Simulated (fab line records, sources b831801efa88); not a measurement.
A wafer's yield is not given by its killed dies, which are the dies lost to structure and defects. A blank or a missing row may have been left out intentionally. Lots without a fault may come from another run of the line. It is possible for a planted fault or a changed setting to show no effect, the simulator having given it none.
fab line records	flow sky130
[record] lots = 6	wafers = 18	last-day = 50
route steps=708 shown VIA4@651 METAL5@661 PAD_OPEN@708
lots that met no fault: from a run of the same line without faults
start-h: start of the lot's first displayed wafer, in hours after the record's first day	wait-h: hours from the lot's prior step to this one	" the same as in the row above	L1.1+2: a single row standing in for several wafers	- no value, or no start given	* or withheld: withheld	< > ~ a bound
route shown NAME@n: a module of which the file shows steps, and the number in the route of the first	usual: average and standard deviation across the fault-free wafers	same: alike in all rows	chamber/n: place in a boat	sites: per-site readings	_std_site: the standard deviation of these	_edge_site: inner sites' mean taken away from outer sites' mean	radius-mm: how far each site lies from the wafer's centre	mask NAME#n: copy n	behind: tool/chamber where the wafer was last shaped	hold: cause of the lot's hold/its duration in hours/its outcome	device: names the non-switching transistor (n, p or np)	end of line: the tests these same wafers got at the end of their route	step lacking rows: just its recipe	killed: the dies lost at the first sort to structure and to defects; this is not the yield of the wafer	map: the dies of a wafer, with x for killed, . for not killed, _ for no die there
set.NAME: the run value of the setting; set.NAME@STEP: its run value at that earlier step	model.NAME: the simulator's own value behind a step, which no gauge read
certain route steps with their lots: each step a table, each wafer a row
services: a tool's chamber out of use, with start hour (start-h, from the record's first day; less than 0 if before it), hours out, and reason
[[steps]]
[step SKY_VIA4_ETCH_12]
[recipe] target = SiO2	chemistry = C4F8/O2/Ar	stop-on = TiN	mask-material = NOVOLAK	source-w = 1500	bias-w = 1200	pressure-mtorr = 40	c4f8-flow-sccm = withheld	O2_flow_sccm = 6	Ar_flow_sccm = 300	time-s = withheld	target-depth-a = 5800
[usual] bias-w = 1199/3.7	chamber-pressure-mTorr = 40.00/0.035	oes-product-au = 0.926/0.0044
lot.wafer	tool	chamber	start-h	wait-h	bias-w	chamber-pressure-mTorr	oes-product-au
L495.3	rie-diel-01	3	1019.57	0.0	1197	40.03	0.931
L495.4	"	0	"	"	1196	40.07	0.927
L495.5	"	3	"	"	1193	39.99	0.927
L498.1	rie-diel-01	1	1055.67	0.0	1202	40.06	0.920
L498.2	"	0	"	"	1200	39.96	0.921
L498.4	"	3	"	"	1205	39.92	0.927
L508.3	rie-diel-01	0	1110.37	0.0	1202	40.03	0.933
L508.4	"	3	"	"	1208	39.98	0.922
L508.6	"	2	"	"	1198	39.96	0.924
L509.1	rie-diel-01	0	1112.09	0.0	1199	40.01	0.927
L509.3	"	1	"	"	1191	40.06	0.922
L509.6	"	1	"	"	1200	39.99	0.924
L512.3	rie-diel-02	3	1125.29	0.0	1191	40.00	0.922
L512.4	"	0	"	"	1199	40.04	0.926
L512.5	"	3	"	"	1192	40.03	0.924
L516.1	rie-diel-04	1	1144.02	0.0	1201	40.02	0.921
L516.3	"	0	"	"	1197	39.99	0.921
L516.4	"	2	"	"	1198	40.04	0.927
[step SKY_VIA4_STRIP_13]
[recipe] chemistry = O2/N2	power-w = 1400	pressure-mtorr = 1500	platen-temp-c = withheld	o2-flow-sccm = 3000	n2-flow-sccm = 300	overash-fraction = 0.5
[usual] chamber-pressure-mTorr = 1500.1/1.4	drypump-motor-current-A = 5.78/0.13	oes-product-au = 0.709/0.0045	strip-time-to-endpoint-s = 12.805/0.026
lot.wafer	tool	chamber	start-h	wait-h	chamber-pressure-mTorr	drypump-motor-current-A	oes-product-au	rf-hours-counter-h	strip-time-to-endpoint-s
L495.3	plasma-asher-04	0	1019.68	-	1500.0	5.69	0.715	-	12.813
L495.4	"	1	"	"	1502.3	5.82	0.712	-	12.790
L495.5	"	0	"	"	1501.3	5.72	0.704	-	12.819
L498.1	plasma-asher-03	0	1055.74	-	1500.0	6.05	0.713	89	12.833
L498.2	"	1	"	"	1499.7	5.56	0.706	89	12.834
L498.4	"	1	"	"	1501.6	5.56	0.711	-	12.825
L508.3	plasma-asher-01	1	1110.48	-	1499.8	5.75	0.714	-	12.841
L508.4	"	0	"	"	1500.0	5.83	0.711	-	12.830
L508.6	"	1	"	"	1499.7	5.76	0.704	-	12.811
L509.1	plasma-asher-03	0	1112.16	-	1499.9	6.06	0.699	94	12.809
L509.3	"	1	"	"	1501.2	5.55	0.705	-	12.802
L509.6	"	1	"	"	1500.8	5.56	0.704	-	12.787
L512.3	plasma-asher-01	0	1125.39	-	1501.3	5.85	0.715	-	12.786
L512.4	"	1	"	"	1499.3	5.80	0.710	-	12.807
L512.5	"	0	"	"	1500.0	5.84	0.701	-	12.788
L516.1	plasma-asher-03	1	1144.09	-	1501.0	5.54	0.716	98	12.820
L516.3	"	0	"	"	1498.8	6.05	0.715	-	12.861
L516.4	"	1	"	"	1501.0	5.55	0.710	-	12.779
[step SKY_VIA4_STRIP_14]
[recipe] chemistry = post-etch-residue-remover	time-s = 1200	temp-c = 72.5
[step SKY_VIA4_CLEAN_15]
[recipe] chemistry = IPA	time-s = 180	temp-c = 25
[step SKY_VIA4_CLEAN_16]
[recipe] chemistry = O3/DIW	dry = n2-spin
[step SKY_VIA4_SPUTTER_17]
[recipe] material = TiN	target-thk-nm = 20	chamber-pressure-pa = 5	power-w = 4000	time-s = 80
[usual] chamber-pressure-pa = 5.000/0.0096	throttle-valve-pct = 30.2/0.69
lot.wafer	tool	chamber	start-h	wait-h	chamber-pressure-pa	throttle-valve-pct
L495.3	pvd-sputter-02	-	1020.23	0.0	5.003	28.8
L495.4	"	-	"	"	4.996	30.3
L495.5	"	-	"	"	4.990	30.5
L498.1	pvd-sputter-04	-	1056.33	0.0	5.005	30.1
L498.2	"	-	"	"	4.996	30.2
L498.4	"	-	"	"	5.023	31.0
L508.3	pvd-sputter-01	-	1111.53	0.0	4.998	30.6
L508.4	"	-	"	"	5.006	29.9
L508.6	"	-	"	"	4.996	30.4
L509.1	pvd-sputter-02	-	1113.11	0.0	4.995	30.5
L509.3	"	-	"	"	5.008	29.8
L509.6	"	-	"	"	5.026	30.0
L512.3	pvd-sputter-04	-	1125.95	0.0	4.994	30.3
L512.4	"	-	"	"	5.010	31.2
L512.5	"	-	"	"	5.001	31.2
L516.1	pvd-sputter-04	-	1144.69	0.0	5.011	29.6
L516.3	"	-	"	"	5.001	30.0
L516.4	"	-	"	"	4.973	31.1
[step SKY_VIA4_CVD_18]
[recipe] material = W	target-thk-nm = 505	time-s = 152.14	temp-c = 402.1	pressure-torr = 40
[usual] heater-power-w = 916/18
lot.wafer	tool	chamber	start-h	wait-h	heater-power-w
L495.3	cvd-w-01	0	1020.35	0.1	904
L495.4	"	1	"	"	891
L495.5	"	1	"	"	932
L498.1	cvd-w-01	0	1056.40	0.0	931
L498.2	"	1	"	"	905
L498.4	"	0	"	"	933
L508.3	cvd-w-02	0	1111.64	0.1	910
L508.4	"	1	"	"	936
L508.6	"	1	"	"	936
L509.1	cvd-w-01	1	1113.17	0.0	921
L509.3	"	0	"	"	908
L509.6	"	1	"	"	920
L512.3	cvd-w-02	0	1126.06	0.1	903
L512.4	"	1	"	"	915
L512.5	"	1	"	"	926
L516.1	cvd-w-02	0	1144.75	0.0	930
L516.3	"	1	"	"	950
L516.4	"	0	"	"	885
[step SKY_VIA4_RS_MEAS_19]
[recipe] thk-meas-gauge = four-point-probe	reads = W_of_VIA4_CVD_18+TiN_of_VIA4_SPUTTER_17
[usual] VIA4_W_RS = 0.2189/0.0026
lot.wafer	tool	chamber	start-h	wait-h	VIA4_W_RS[ohm/sq]
L495.3	film-metro-03	-	1020.49	0.1	0.2215
L495.4	"	-	"	"	0.2191
L495.5	"	-	"	"	0.2179
L498.1	film-metro-02	-	1056.55	0.1	0.2188
L498.2	"	-	"	"	0.2171
L498.4	"	-	"	"	0.2207
L508.3	film-metro-01	-	1111.78	0.1	0.2174
L508.4	"	-	"	"	0.2204
L508.6	"	-	"	"	0.2222
L509.1	film-metro-01	-	1113.32	0.1	0.2210
L509.3	"	-	"	"	0.2252
L509.6	"	-	"	"	0.2222
L512.3	film-metro-01	-	1126.20	0.1	0.2155
L512.4	"	-	"	"	0.2210
L512.5	"	-	"	"	0.2229
L516.1	film-metro-01	-	1144.90	0.1	0.2182
L516.3	"	-	"	"	0.2230
L516.4	"	-	"	"	0.2153
[step SKY_VIA4_THK_MEAS_20]
[recipe] thk-meas-gauge = xrf	reads = W_of_VIA4_CVD_18
[usual] VIA4_W_THK = 526/7.9
lot.wafer	tool	chamber	start-h	wait-h	VIA4_W_THK[nm]
L495.3	film-metro-03	-	1020.59	0.1	509
L495.4	"	-	"	"	514
L495.5	"	-	"	"	518
L498.1	film-metro-02	-	1056.67	0.1	523
L498.2	"	-	"	"	527
L498.4	"	-	"	"	518
L508.3	film-metro-01	-	1111.88	0.1	535
L508.4	"	-	"	"	526
L508.6	"	-	"	"	524
L509.1	film-metro-01	-	1113.44	0.1	522
L509.3	"	-	"	"	515
L509.6	"	-	"	"	523
L512.3	film-metro-01	-	1126.30	0.1	540
L512.4	"	-	"	"	523
L512.5	"	-	"	"	519
L516.1	film-metro-01	-	1145.02	0.1	534
L516.3	"	-	"	"	527
L516.4	"	-	"	"	543
[step SKY_VIA4_CMP_21]
[recipe] stop-on = SiO2	t-overpolish-s = 25	down-force-psi = 3.5	platen-rpm = 60	target-thk-nm = 0	pad-velocity-m-s = 0.94248
[usual] head-pressure-psi = 3.500/0.0076	motor-current-A = 10.5/0.77	overpolish-run-s = 25.001/0.0088	time-to-endpoint-s = 128/4.2
lot.wafer	tool	chamber	start-h	wait-h	head-pressure-psi	motor-current-A	overpolish-run-s	time-to-endpoint-s
L495.4	cmp-02	2	1020.90	0.3	3.503	10.5	24.998	130
L495.3	"	3	"	"	3.509	10.3	24.992	127
L495.5	"	2	"	"	3.491	11.3	24.992	129
L498.4	cmp-01	0	1056.73	0.0	3.506	11.1	25.003	130
L498.2	"	2	"	"	3.513	11.1	24.994	132
L498.1	"	3	"	"	3.496	8.2	25.012	129
L508.3	cmp-01	0	1111.97	0.1	3.503	11.3	24.993	126
L508.4	"	2	"	"	3.489	10.9	25.016	121
L508.6	"	3	"	"	3.495	9.0	25.006	118
L509.3	cmp-02	1	1113.55	0.1	3.493	10.6	25.011	128
L509.1	"	3	"	"	3.493	10.8	25.000	127
L509.6	"	1	"	"	3.504	10.4	25.007	130
L512.3	cmp-01	2	1126.39	0.1	3.491	11.2	24.993	127
L512.4	"	0	"	"	3.503	11.1	24.998	125
L512.5	"	2	"	"	3.503	11.1	25.008	123
L516.4	cmp-02	1	1145.08	0.0	3.504	11.1	24.993	138
L516.1	"	3	"	"	3.508	10.8	25.009	131
L516.3	"	0	"	"	3.494	11.1	24.999	129
[step SKY_METAL5_SPUTTER_00]
[recipe] material = Ti	target-thk-nm = 15	power-w = 3000	time-s = 10	chamber-pressure-pa = 0.4
[step SKY_METAL5_SPUTTER_01]
[recipe] material = TiN	target-thk-nm = 20	power-w = 6500	time-s = 16.7	chamber-pressure-pa = 0.4
[step SKY_METAL5_SPUTTER_02]
[recipe] material = AlCu	target-thk-nm = 1150	power-w = 10600	time-s = 61.2	chamber-pressure-pa = 0.4
[usual] chamber-pressure-pa = 0.3999/0.00083	throttle-valve-pct = 30.5/0.59
lot.wafer	tool	chamber	start-h	wait-h	chamber-pressure-pa	throttle-valve-pct	model.AlCu_of_METAL5_SPUTTER_02.thk-nm
L495.3	pvd-sputter-01	-	1021.25	0.0	0.4001	30.0	1136
L495.4	"	-	"	"	0.4006	30.6	1137
L495.5	"	-	"	"	0.4012	29.9	1143
L498.1	pvd-sputter-03	-	1057.08	0.0	0.3982	30.1	1134
L498.2	"	-	"	"	0.4006	30.6	1133
L498.4	"	-	"	"	0.3982	31.4	1127
L508.3	pvd-sputter-03	-	1112.27	0.0	0.4647	28.9	1110
L508.4	"	-	"	"	0.4649	29.1	1109
L508.6	"	-	"	"	0.4638	29.2	1109
L509.1	pvd-sputter-03	-	1113.85	0.0	0.4655	29.1	1088
L509.3	"	-	"	"	0.4646	27.6	1096
L509.6	"	-	"	"	0.4651	27.9	1091
L512.3	pvd-sputter-04	-	1126.69	0.0	0.4002	31.1	1130
L512.4	"	-	"	"	0.4001	30.3	1141
L512.5	"	-	"	"	0.3998	31.1	1136
L516.1	pvd-sputter-04	-	1145.43	0.0	0.4009	31.0	1148
L516.3	"	-	"	"	0.4012	29.6	1154
L516.4	"	-	"	"	0.4000	31.3	1146
[step SKY_METAL5_SPUTTER_03]
[recipe] material = Ti	target-thk-nm = 5	power-w = 3000	time-s = 3.3	chamber-pressure-pa = 0.4
[step SKY_METAL5_SPUTTER_04]
[recipe] material = TiN	target-thk-nm = 70	power-w = 6500	time-s = 58.3	chamber-pressure-pa = 0.4156
[step SKY_METAL5_RS_MEAS_05]
[recipe] thk-meas-gauge = four-point-probe	reads = TiN_of_METAL5_SPUTTER_04+Ti_of_METAL5_SPUTTER_03+AlCu_of_METAL5_SPUTTER_02+TiN_of_METAL5_SPUTTER_01+Ti_of_METAL5_SPUTTER_00
[usual] METAL5_ALCU_RS = 0.0273/0.00031
lot.wafer	tool	chamber	start-h	wait-h	METAL5_ALCU_RS[ohm/sq]
L495.3	film-metro-01	-	1021.41	0.1	0.0274
L495.4	"	-	"	"	0.0274
L495.5	"	-	"	"	0.0273
L498.1	film-metro-01	-	1057.19	0.0	0.0274
L498.2	"	-	"	"	0.0275
L498.4	"	-	"	"	0.0277
L508.3	film-metro-01	-	1112.43	0.1	0.0284
L508.4	"	-	"	"	0.0283
L508.6	"	-	"	"	0.0284
L509.1	film-metro-04	-	1113.97	0.0	0.0288
L509.3	"	-	"	"	0.0286
L509.6	"	-	"	"	0.0287
L512.3	film-metro-02	-	1126.85	0.1	0.0275
L512.4	"	-	"	"	0.0272
L512.5	"	-	"	"	0.0274
L516.1	film-metro-01	-	1145.55	0.0	0.0271
L516.3	"	-	"	"	0.0270
L516.4	"	-	"	"	0.0272
[step SKY_METAL5_THK_MEAS_06]
[recipe] thk-meas-gauge = xrf	reads = AlCu_of_METAL5_SPUTTER_02
[usual] METAL5_ALCU_THK = 1154/14
lot.wafer	tool	chamber	start-h	wait-h	METAL5_ALCU_THK[nm]
L495.3	film-metro-01	-	1021.51	0.1	1148
L495.4	"	-	"	"	1143
L495.5	"	-	"	"	1159
L498.1	film-metro-01	-	1057.31	0.1	1147
L498.2	"	-	"	"	1137
L498.4	"	-	"	"	1134
L508.3	film-metro-01	-	1112.53	0.1	1117
L508.4	"	-	"	"	1125
L508.6	"	-	"	"	1120
L509.1	film-metro-04	-	1114.09	0.1	1095
L509.3	"	-	"	"	1104
L509.6	"	-	"	"	1101
L512.3	film-metro-02	-	1126.95	0.1	1151
L512.4	"	-	"	"	1166
L512.5	"	-	"	"	1159
L516.1	film-metro-01	-	1145.67	0.1	1163
L516.3	"	-	"	"	1168
L516.4	"	-	"	"	1156
[step SKY_METAL5_DEHYDRATE_07]
[recipe] temp-c = 200	time-s = 60
[step SKY_METAL5_HMDS_08]
[recipe] prime-time-s = 60	prime-temp-c = 120
[step SKY_METAL5_COAT_09]
[recipe] resist = NOVOLAK	spin-rpm = 3000	resist-thk-nm = 1800
[step SKY_METAL5_SOFTBAKE_10]
[recipe] temp-c = 90	time-s = 60	resist = NOVOLAK
[step SKY_METAL5_EXPOSE_11]
[recipe] mask-id = MM5	na = 0.6	source-shape = conventional	sigma-outer = 0.6	polarization = unpolarized	target-cd-nm = 1600	dose-mj = 190
[step SKY_METAL5_PEB_12]
[recipe] temp-c = withheld	time-s = *	resist = NOVOLAK
[step SKY_METAL5_DEVELOP_13]
[recipe] resist = NOVOLAK	developer = TMAH	develop-time-s = 60	dev-temp-c = 23
[step SKY_METAL5_DESCUM_14]
[recipe] chemistry = O2	source-power-w = 150	bias-power-w = 0	pressure-mtorr = 10	temp-c = 40	time-s = 11
[step SKY_METAL5_METAL_ETCH_15]
[recipe] target-depth-a = 12600	stop-on = SiO2	over-etch-frac = 0.2	time-s = 252	chemistry = Cl2/BCl3	resist-sidewall-deg = 86	pressure-mtorr = 10	icp-w = 900	bias-w = 48.5	Cl2_flow_sccm = 60	bcl3-flow-sccm = 30
[usual] bcl3-flow-sccm = 30.01/0.081	bias-w = 48.48/0.14	chamber-pressure-mTorr = 10.001/0.0094	drypump-motor-current-A = 5.3/0.48	oes-product-au = 0.894/0.0052	throttle-valve-pct = 22.263/0.0087
lot.wafer	tool	chamber	start-h	wait-h	bcl3-flow-sccm	bias-w	chamber-pressure-mTorr	drypump-motor-current-A	oes-product-au	rf-hours-counter-h	throttle-valve-pct	model.etch.depth-nm	model.METAL5.feature-depth-nm
L495.3	rie-metal-01	1	1043.40	0.1	30.15	48.50	9.985	4.7	0.898	-	22.262	1265	1265
L495.4	"	0	"	"	29.85	48.56	10.008	5.0	0.888	-	22.263	1267	1267
L495.5	"	0	"	"	30.09	48.56	10.003	5.0	0.890	-	22.271	1252	1252
L498.1	rie-metal-03	0	1077.87	0.0	29.96	48.41	9.997	6.1	0.896	11	22.261	1264	1264
L498.2	"	1	"	"	29.92	48.38	9.985	5.2	0.893	15	22.270	1263	1263
L498.4	"	1	"	"	29.95	48.24	10.002	5.2	0.895	-	22.272	1258	1258
L508.3	rie-metal-01	1	1132.65	0.1	30.02	48.57	10.010	4.7	0.885	-	22.266	1240	1240
L508.4	"	0	"	"	30.01	48.18	10.006	5.0	0.882	-	22.264	1238	1238
L508.6	"	1	"	"	29.95	48.66	10.009	4.7	0.881	-	22.251	1239	1239
L509.1	rie-metal-03	0	1134.38	0.0	29.89	48.56	10.002	6.1	0.884	16	22.276	1217	1217
L509.3	"	1	"	"	29.95	48.62	10.015	5.2	0.881	-	22.254	1225	1225
L509.6	"	0	"	"	30.01	48.47	9.999	6.1	0.876	-	22.261	1221	1221
L512.3	rie-metal-03	0	1145.60	0.1	30.01	48.51	10.001	6.1	0.893	-	22.264	1260	1260
L512.4	"	1	"	"	30.06	48.62	9.986	5.2	0.892	-	22.268	1251	1251
L512.5	"	0	"	"	29.97	48.21	9.996	6.1	0.895	-	22.263	1266	1266
L516.1	rie-metal-03	0	1163.72	0.0	30.03	48.41	10.009	6.1	0.894	19	22.259	1257	1257
L516.3	"	0	"	"	30.01	48.52	9.996	6.0	0.901	-	22.260	1263	1263
L516.4	"	1	"	"	30.03	48.60	10.000	5.1	0.903	-	22.258	1255	1255
[step SKY_METAL5_STRIP_16]
[recipe] chemistry = O2/N2	power-w = 1400	pressure-mtorr = 1500	platen-temp-c = withheld	o2-flow-sccm = 3000	n2-flow-sccm = 300	overash-fraction = 0.5
[step SKY_PAD_OPEN_PROBE_99]
[usual] defect-limited-yield = 82.6/1.9	killed_at_M0_to_M3 = 43/6.9	killed_at_M4_up = 3.0/1.8	killed-at-contacts = 24/4.8	killed-at-front-end = 15/4.5	killed-at-other = 0.4/0.67	killed-dies = 86/9.2	killed-open = 46/6.9	killed-short = 39/6	sort_bin_3_pad_short = 0.8/0.39	sort_bin_5_function = 10.2/1.3	sort_bin_6_memory = 6.3/1.2	sort-n-pass = 406/9.2	sort-yield-pct = 82.6/1.9
[same] gross-dies = 492	killed-at-back-side = 0	sort_bin_4_leakage[%] = 0	sort_bin_8_speed[%] = 0
lot.wafer	tool	chamber	start-h	wait-h	defect-limited-yield[%]	killed_at_M0_to_M3	killed_at_M4_up	killed-at-contacts	killed-at-front-end	killed-at-other	killed-dies	killed-open	killed-short	sort_bin_3_pad_short[%]	sort_bin_5_function[%]	sort_bin_6_memory[%]	sort-n-pass	sort-yield-pct[%]	model.etest.met5.rs-ohm-sq	model.etest.met5.line-ohm-um
L495.3	prober-02	-	1089.46	0.2	81.9	35	3	23	27	1	89	55	33	0.8	11.0	6.3	403	81.9	0.02746	0.01725
L495.4	prober-02	-	1089.51	0.2	82.1	42	0	29	15	2	88	53	35	0.8	8.9	8.1	404	82.1	0.02762	0.01725
L495.5	prober-02	-	1089.56	0.2	82.3	43	1	30	13	0	87	51	36	0.8	10.8	6.1	405	82.3	0.02716	0.01703
L498.1	prober-01	-	1122.22	0.1	85.6	42	2	17	10	0	71	36	35	1.4	8.1	4.9	421	85.6	0.02775	0.01738
L498.2	prober-01	-	1122.27	0.1	81.9	43	6	23	17	0	89	45	44	0.4	10.0	7.7	403	81.9	0.02772	0.01732
L498.4	prober-01	-	1122.37	0.2	81.7	45	3	26	16	0	90	48	42	1.6	12.0	4.7	402	81.7	0.0278	0.0174
L508.3	prober-02	-	1172.11	0.2	80.9	40	7	33	14	0	94	43	49	1.4	9.6	8.1	398	80.9	0.02809	0.01762
L508.4	prober-02	-	1172.16	0.2	83.7	39	1	22	18	0	80	37	39	0.8	9.3	6.1	412	83.7	0.028	0.01748
L508.6	prober-02	-	1172.26	0.2	82.3	48	1	18	20	0	87	43	43	0.8	12.0	4.9	405	82.3	0.02829	0.01775
L509.1	prober-01	-	1174.47	0.1	82.7	44	3	22	15	1	85	44	41	1.0	10.2	6.1	407	82.7	0.02845	0.01783
L509.3	prober-01	-	1174.57	0.2	84.8	36	0	31	8	0	75	44	31	0.6	9.1	5.5	417	84.8	0.0281	0.01757
L509.6	prober-01	-	1174.72	0.2	80.5	53	3	27	12	1	96	48	47	1.2	12.4	5.9	396	80.5	0.02872	0.01792
L512.3	prober-02	-	1183.72	0.2	81.3	55	2	17	16	2	92	55	37	0.6	11.2	6.9	400	81.3	0.02791	0.01744
L512.4	prober-02	-	1183.77	0.2	84.1	40	5	16	17	0	78	42	36	0.8	9.1	5.9	414	84.1	0.0273	0.01702
L512.5	prober-02	-	1183.82	0.2	82.3	36	3	25	23	0	87	51	36	1.0	10.2	6.5	405	82.3	0.02757	0.01723
L516.1	prober-02	-	1199.84	0.1	83.1	50	2	23	8	0	83	44	39	1.0	10.2	5.7	409	83.1	0.02741	0.01716
L516.3	prober-02	-	1199.94	0.2	82.3	50	5	21	10	1	87	42	45	1.4	10.0	6.3	405	82.3	0.02713	0.01701
L516.4	prober-02	-	1199.99	0.2	82.7	42	2	20	20	1	85	46	39	0.6	9.8	6.9	407	82.7	0.02737	0.01711
// killed by level:class
L495.3 CONTACT:geometric-particle:open=9 VIA1:geometric-particle:open=8 POLY_GATE:geometric-particle:open=8 FIELD_ISO:geometric-particle:open=6 VIA3:geometric-particle:open=6 VIA2:geometric-particle:open=5 METAL3:geometric-particle:short=4 FIELD_ISO:geometric-particle:short=3
L495.4 VIA1:geometric-particle:open=11 CONTACT:geometric-particle:open=10 CONTACT:geometric-particle:short=8 LOCAL_INTERCONNECT:geometric-particle:short=7 VIA2:geometric-particle:open=7 VIA1:geometric-particle:short=6 VIA3:geometric-particle:open=6 FIELD_ISO:geometric-particle:open=4
L495.5 VIA1:geometric-particle:open=11 CONTACT:geometric-particle:open=10 VIA2:geometric-particle:open=8 LI_CONTACT:geometric-particle:short=7 CONTACT:geometric-particle:short=5 METAL3:geometric-particle:short=5 VIA3:geometric-particle:open=5 FIELD_ISO:geometric-particle:short=4
L498.1 VIA1:geometric-particle:open=10 VIA3:geometric-particle:open=7 VIA1:geometric-particle:short=6 CONTACT:geometric-particle:open=5 VIA2:geometric-particle:open=5 LOCAL_INTERCONNECT:geometric-particle:short=4 CONTACT:geometric-particle:short=4 FIELD_ISO:geometric-particle:short=3
L498.2 VIA1:geometric-particle:open=16 LI_CONTACT:geometric-particle:open=8 CONTACT:geometric-particle:open=7 METAL1:geometric-particle:short=6 METAL2:geometric-particle:short=5 METAL4:geometric-particle:short=5 POLY_GATE:geometric-particle:short=4 LOCAL_INTERCONNECT:geometric-particle:short=4
L498.4 LI_CONTACT:geometric-particle:open=10 VIA1:geometric-particle:open=10 METAL1:geometric-particle:short=8 VIA2:geometric-particle:open=7 FIELD_ISO:geometric-particle:short=5 METAL2:geometric-particle:short=5 LOCAL_INTERCONNECT:geometric-particle:short=5 VIA3:geometric-particle:open=5
L508.3 LI_CONTACT:geometric-particle:open=10 LOCAL_INTERCONNECT:geometric-particle:short=9 VIA1:geometric-particle:open=7 METAL2:geometric-particle:short=6 VIA3:geometric-particle:open=6 CONTACT:geometric-particle:open=5 VIA3:geometric-particle:short=5 METAL4:geometric-particle:short=5
L508.4 VIA1:geometric-particle:open=9 LOCAL_INTERCONNECT:geometric-particle:short=6 CONTACT:geometric-particle:short=6 METAL1:geometric-particle:short=6 CONTACT:geometric-particle:open=6 POLY_GATE:geometric-particle:open=5 METAL2:geometric-particle:short=5 VIA1:geometric-particle:short=4
L508.6 VIA1:geometric-particle:short=10 LI_CONTACT:geometric-particle:open=10 VIA1:geometric-particle:open=10 FIELD_ISO:geometric-particle:short=7 VIA3:geometric-particle:open=7 POLY_GATE:geometric-particle:short=4 VIA2:geometric-particle:open=4 VIA2:geometric-particle:short=4
L509.1 VIA1:geometric-particle:open=14 CONTACT:geometric-particle:open=11 POLY_GATE:geometric-particle:short=7 METAL2:geometric-particle:short=7 VIA1:geometric-particle:short=6 VIA2:geometric-particle:open=6 POLY_GATE:geometric-particle:open=4 LOCAL_INTERCONNECT:geometric-particle:short=4
L509.3 CONTACT:geometric-particle:open=13 VIA1:geometric-particle:open=9 LI_CONTACT:geometric-particle:open=7 VIA1:geometric-particle:short=5 LI_CONTACT:geometric-particle:short=4 LOCAL_INTERCONNECT:geometric-particle:short=4 VIA2:geometric-particle:short=4 VIA2:geometric-particle:open=3
L509.6 VIA1:geometric-particle:open=16 CONTACT:geometric-particle:open=9 METAL3:geometric-particle:short=7 LI_CONTACT:geometric-particle:open=6 VIA1:geometric-particle:short=6 CONTACT:geometric-particle:short=6 VIA2:geometric-particle:open=6 METAL2:geometric-particle:short=6
L512.3 VIA1:geometric-particle:open=12 VIA2:geometric-particle:open=11 CONTACT:geometric-particle:open=6 VIA2:geometric-particle:short=6 METAL2:geometric-particle:short=5 METAL3:geometric-particle:short=5 VIA3:geometric-particle:open=5 POLY_GATE:geometric-particle:open=4
L512.4 METAL2:geometric-particle:short=10 VIA1:geometric-particle:open=8 LI_CONTACT:geometric-particle:open=7 FIELD_ISO:geometric-particle:open=6 POLY_GATE:geometric-particle:short=5 VIA3:geometric-particle:open=5 VIA3:geometric-particle:short=5 LOCAL_INTERCONNECT:geometric-particle:short=4
L512.5 LI_CONTACT:geometric-particle:open=11 CONTACT:geometric-particle:open=9 VIA1:geometric-particle:open=8 POLY_GATE:geometric-particle:short=7 VIA1:geometric-particle:short=6 VIA2:geometric-particle:open=6 FIELD_ISO:geometric-particle:short=5 FIELD_ISO:geometric-particle:open=4
L516.1 VIA3:geometric-particle:open=12 VIA1:geometric-particle:open=9 METAL1:geometric-particle:short=7 VIA1:geometric-particle:short=6 CONTACT:geometric-particle:short=6 CONTACT:geometric-particle:open=6 LI_CONTACT:geometric-particle:open=5 METAL2:geometric-particle:short=3
L516.3 VIA1:geometric-particle:open=13 METAL1:geometric-particle:short=9 LOCAL_INTERCONNECT:geometric-particle:short=7 VIA3:geometric-particle:open=6 FIELD_ISO:geometric-particle:short=5 VIA2:geometric-particle:open=5 VIA1:geometric-particle:short=5 LI_CONTACT:geometric-particle:open=4
L516.4 VIA1:geometric-particle:open=13 LOCAL_INTERCONNECT:geometric-particle:short=7 VIA1:geometric-particle:short=7 POLY_GATE:geometric-particle:open=6 FIELD_ISO:geometric-particle:short=5 LOCAL_INTERCONNECT:geometric-particle:open=5 LI_CONTACT:geometric-particle:open=4 VIA3:geometric-particle:open=4
[[services]]
tool	chamber	start-h	hours	kind
rie-metal-01	-	997.18	0.3	repair
cmp-02	-	999.97	1.1	repair
rie-diel-04	2	1002.61	5.2	repair
pvd-sputter-01	-	1005.36	0.5	repair
rie-diel-01	2	1007.55	4.3	repair
rie-diel-04	1	1009.22	2.2	repair
cmp-01	-	1019.77	1.4	repair
rie-diel-01	0	1029.78	9.2	repair
cvd-w-01	1	1035.79	11.0	repair
plasma-asher-03	-	1040.01	7.5	repair
cmp-01	-	1048.94	4.9	pm
cvd-w-02	-	1054.81	3.5	repair
cmp-01	-	1068.51	13.0	pm
rie-diel-04	1	1079.70	3.9	repair
cmp-01	-	1084.13	4.0	pm
pvd-sputter-02	-	1087.76	4.4	repair
rie-diel-04	-	1089.70	14.6	pm
pvd-sputter-03	-	1106.45	4.1	repair
cvd-w-01	-	1109.22	2.8	pm
pvd-sputter-04	2	1132.47	-	consumable-replace:kit
pvd-sputter-04	2	1132.47	18.0	scheduled-down
pvd-sputter-04	-	1134.08	0.8	repair
pvd-sputter-02	-	1147.62	47.5	repair
cmp-02	-	1161.54	0.9	repair
[[key]]
[first-sign] step = SKY_METAL5_SPUTTER_02	reading = chamber-pressure-pa	direction = up	sigmas = 78	usual = 0.3999	struck = 0.4648
[effect] step = SKY_METAL5_SPUTTER_02	reading = throttle-valve-pct	direction = down	sigmas = 3.1	usual = 30.5	struck = 28.6
[effect] step = SKY_METAL5_RS_MEAS_05	reading = METAL5_ALCU_RS	direction = up	sigmas = 4.1	usual = 0.0273	struck = 0.0285
[effect] step = SKY_METAL5_THK_MEAS_06	reading = METAL5_ALCU_THK	direction = down	sigmas = 3.2	usual = 1154	struck = 1110
[model-effect] step = SKY_METAL5_SPUTTER_02	value = AlCu_of_METAL5_SPUTTER_02.thk-nm	without = 1139	struck = 1101
[model-effect] step = SKY_METAL5_METAL_ETCH_15	value = etch.depth-nm	without = 1258	struck = 1230
[model-effect] step = SKY_PAD_OPEN_PROBE_99	value = etest.met5.rs-ohm-sq	without = 0.02732	struck = 0.02827
met-at SKY_METAL5_SPUTTER_02
struck-wafers L508.3,L508.4,L508.6,L509.1,L509.3,L509.6
onset-between 1057.08 1112.27
[fault] kind = process-parameter-drift	tool = pvd-sputter-03	chamber = -	onset-h = 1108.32	steps = SKY_METAL5_SPUTTER_02	channel = chamber-pressure-pa	offset = 0.064578	shape = step	end-h = 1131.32	acts-in = these-recipes-only	stated = 0.4
